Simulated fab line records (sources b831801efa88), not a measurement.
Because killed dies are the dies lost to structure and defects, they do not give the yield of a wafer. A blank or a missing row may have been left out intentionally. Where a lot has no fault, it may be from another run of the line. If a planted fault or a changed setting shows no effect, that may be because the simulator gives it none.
One fault seen from 2 desks ; flow gf180mcu ; every desk sees just its own numbers, and what lay behind them comes last

## THE METROLOGY DESK
What the gauges read for every lot (on any tool): the sampled wafers with a number, averaged. Any lot whose mean is over 4 standard deviations away from the usual mean is out of limits and marked OUT; that distance is given in the brackets.
Columns: A = VT_IMPLANT_3_TW at GF_VT_IMPLANT_TW_MEAS_32, usual 268.3; B = SAB_OVL at GF_SAB_OVL_MEAS_10, usual 1.1 nm; C = CONTACT_CVD_02_THK at GF_CONTACT_THK_MEAS_03, usual 857 nm
lot;first seen here;A;B;C
L746;day 6 18:13;267.7;0.3;855
L747;day 7 04:46;266.8;0.2;863
L748;day 7 07:17;266.4;1.5;851
L750;day 7 23:16;267.4;1.5;875
L751;day 8 02:54;265.9;2.7;866
L753;day 8 19:59;271.9;0.2;859
L754;day 8 22:08;266.0;2.1;847
L757;day 9 21:05;273.4;2.4;857
L758;day 10 01:09;267.5;-0.2;870
L763;day 11 15:56;273.0;1.9;870
L764;day 11 19:50;251.6 (-6.0) OUT;2.0;870
L765;day 12 00:51;245.4 (-8.2) OUT;0.7;861
L767;day 12 14:53;271.4;-0.1;849
Per this desk, out of limits: L764, L765; the first was L764, day 11 19:50 (VT_IMPLANT_3_TW at GF_VT_IMPLANT_TW_MEAS_32). L746, L747, L748, L750, L751, L753, L754, L757, L758, L763, L767 stayed within limits.

## DESK OF THE TOOL OWNER: implanter-04
The tool's own readings at GF_VT_IMPLANT_IMPLANT_30: means of the sampled wafers that have a number, for each lot that ran on this tool. Any lot whose mean is over 4 standard deviations away from the usual mean is out of limits and marked OUT; that distance is given in the brackets.
Columns: A = dose-ions-cm2 at GF_VT_IMPLANT_IMPLANT_30, usual 2.5344e+12; B = end-station-pressure-torr at GF_VT_IMPLANT_IMPLANT_30, usual 4.99e-06 Torr; C = faraday-current-uA at GF_VT_IMPLANT_IMPLANT_30, usual 14.27
lot;first seen here;A;B;C
L747;day 7 04:32;2.5345e+12;5.20e-06;14.44
L750;day 7 23:02;2.5340e+12;4.57e-06;14.44
L751;day 8 02:41;2.5315e+12;5.27e-06;14.26
L753;day 8 19:46;2.5330e+12;5.13e-06;14.48
L758;day 10 00:56;2.5354e+12;5.41e-06;14.35
L764;day 11 19:37;1.9284e+12 (-99 or more) OUT;5.02e-06;10.99 (-12) OUT
L765;day 12 00:38;1.9315e+12 (-99 or more) OUT;4.74e-06;10.74 (-13) OUT
This desk finds L764, L765 out of limits, L764 being first, at day 11 19:37 (dose-ions-cm2 at GF_VT_IMPLANT_IMPLANT_30). L747, L750, L751, L753, L758 stayed within limits.

## PUT TOGETHER
An alarm could have come from the tool owner's desk at day 11 19:37, on L764, L765.
At day 11 19:50 the metrology desk could have sounded an alarm, on L764, L765.
GF_VT_IMPLANT_IMPLANT_30 was run on implanter-04 by each of the lots named.

## WHAT WAS PUT IN BY THE SIMULATOR
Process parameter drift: implanter-04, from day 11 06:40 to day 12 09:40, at GF_VT_IMPLANT_IMPLANT_30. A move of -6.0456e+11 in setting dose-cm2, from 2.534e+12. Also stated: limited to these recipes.
Lots struck among those shown: L764, L765.
Delay (hours) between the fault's onset and each desk's first out-of-limits reading: 13 at the tool owner's desk, 13 at the metrology desk.
